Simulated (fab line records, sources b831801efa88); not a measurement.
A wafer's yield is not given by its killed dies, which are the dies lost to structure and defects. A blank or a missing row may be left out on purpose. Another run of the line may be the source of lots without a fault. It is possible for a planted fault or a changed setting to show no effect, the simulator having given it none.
The tool behind it: which one? | flow sky130 | 7 lots, 21 wafers sampled, at 1 step of a route of 708

## WHAT EACH GAUGE READ, for each wafer
SKY_CONTACT_RS_MEAS_25: uses a four-point probe to measure.
lot  | measured     | on            | CONTACT_W_RS (ohm/sq)
L913 | day 32 14:24 | film_metro-02 | 0.339 0.335 0.345
L918 | day 34 00:19 | film_metro-03 | 0.337 0.335 0.335
L922 | day 35 09:28 | film_metro-03 | 0.343 0.336 0.340
L927 | day 37 00:40 | film_metro-03 | 0.340 0.344 0.344
L929 | day 37 21:38 | film_metro-02 | 0.335 0.337 0.336
L932 | day 38 00:53 | film_metro-02 | 0.335 0.333 0.340
L934 | day 38 20:24 | film_metro-04 | 0.333 0.340 0.335

## WHAT TOOL EACH LOT RAN ON (gives the tool, then ch and the chambers of the sampled wafers, and finally the start)
There is no process step in the record ahead of these readings.

## THE ANSWER, worked out from the rows above alone
Rule: the usual values come from the lots themselves. Put in order of their means at a reading, lots are off if they are a third of the lots or fewer, leave a main group of 4 or more, and stand apart from it by a gap of 3 or more times the standard deviation of the main group's means; of several such gaps the widest counts. The tables above print the reading to a certain number of digits; a main group whose means all agree to those digits is not used. A lot without any number at a reading at which 4 lots or more have one is off too. All remaining lots with rows at the step are treated as sound.
None of the lots is off at any reading shown; this tells nothing.

## WHAT THE SIMULATOR HAD PUT IN
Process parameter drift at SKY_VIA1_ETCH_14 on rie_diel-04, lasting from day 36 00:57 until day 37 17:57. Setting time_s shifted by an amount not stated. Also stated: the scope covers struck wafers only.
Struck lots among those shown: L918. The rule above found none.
